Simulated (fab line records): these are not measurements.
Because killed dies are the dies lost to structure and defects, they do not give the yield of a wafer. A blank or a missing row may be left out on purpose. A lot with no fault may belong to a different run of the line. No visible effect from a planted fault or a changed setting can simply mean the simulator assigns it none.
Which tool was responsible?    flow gf180mcu    at 1 step of a route of 602, 15 lots with 45 wafers sampled

== WHAT EACH GAUGE READ, for each wafer ==
GF_M4_RS_MEAS_05: uses a four-point probe to measure. Usual: M4_ALCU_RS typically reads 0.0700 ohm/sq, with standard deviation 0.00065.
lot   measured      on             M4_ALCU_RS (ohm/sq)   flag
L759  day 22 12:19  film_metro-04  0.0691 0.0698 0.0696  
L761  day 23 02:16  film_metro-03  0.0703 0.0697 0.0700  
L762  day 23 13:38  film_metro-04  0.0692 0.0703 0.0700  
L763  day 24 02:38  film_metro-04  0.0694 0.0697 0.0709  
L764  day 24 10:44  film_metro-03  0.0705 0.0702 0.0707  
L765  day 24 19:46  film_metro-01  0.0698 0.0698 0.0700  
L767  day 25 12:16  film_metro-04  0.0693 0.0704 0.0689  
L768  day 25 15:38  film_metro-04  0.0708 0.0711 0.0706  
L770  day 26 07:14  film_metro-04  0.0709 0.0694 0.0700  
L774  day 27 12:29  film_metro-04  0.0690 0.0702 0.0692  
L775  day 27 17:37  film_metro-03  0.0703 0.0699 0.0706  
L776  day 28 06:27  film_metro-04  0.0688 0.0689 0.0704  
L779  day 28 22:07  film_metro-03  0.0716 0.0712 0.0713  
L780  day 29 06:38  film_metro-04  0.0694 0.0705 0.0697  
L782  day 29 19:11  film_metro-01  0.0701 0.0716 0.0706  

== TOOL THAT RAN EACH LOT (tool first, then ch and the chambers of the sampled wafers, then the start) ==
There is no process step in the record ahead of these readings.

== WHAT THE TOOLS THEMSELVES READ (means of the sampled wafers that have a number; where no wafer has one, the mark that the record gives instead) ==
The record holds no such reading with a usual standard deviation.

== THE ANSWER, worked out from the rows above alone ==
Rule: lot off if the mean of its wafers having a number is beyond 3 standard deviations from the usual mean. Also off: a lot with no number at a reading for which 4 or more lots have one. Any other lot the step has rows for is counted as sound. Order of review: gauges by route order, followed by the tools' own readings, for which a lot's mean as printed above is used. At the first step where some lot is off, the reading lying furthest off is the one used; lots without a number count as furthest.
No lot is off at any reading shown: from this, nothing can be told.

== WHAT THE SIMULATOR HAD PUT IN ==
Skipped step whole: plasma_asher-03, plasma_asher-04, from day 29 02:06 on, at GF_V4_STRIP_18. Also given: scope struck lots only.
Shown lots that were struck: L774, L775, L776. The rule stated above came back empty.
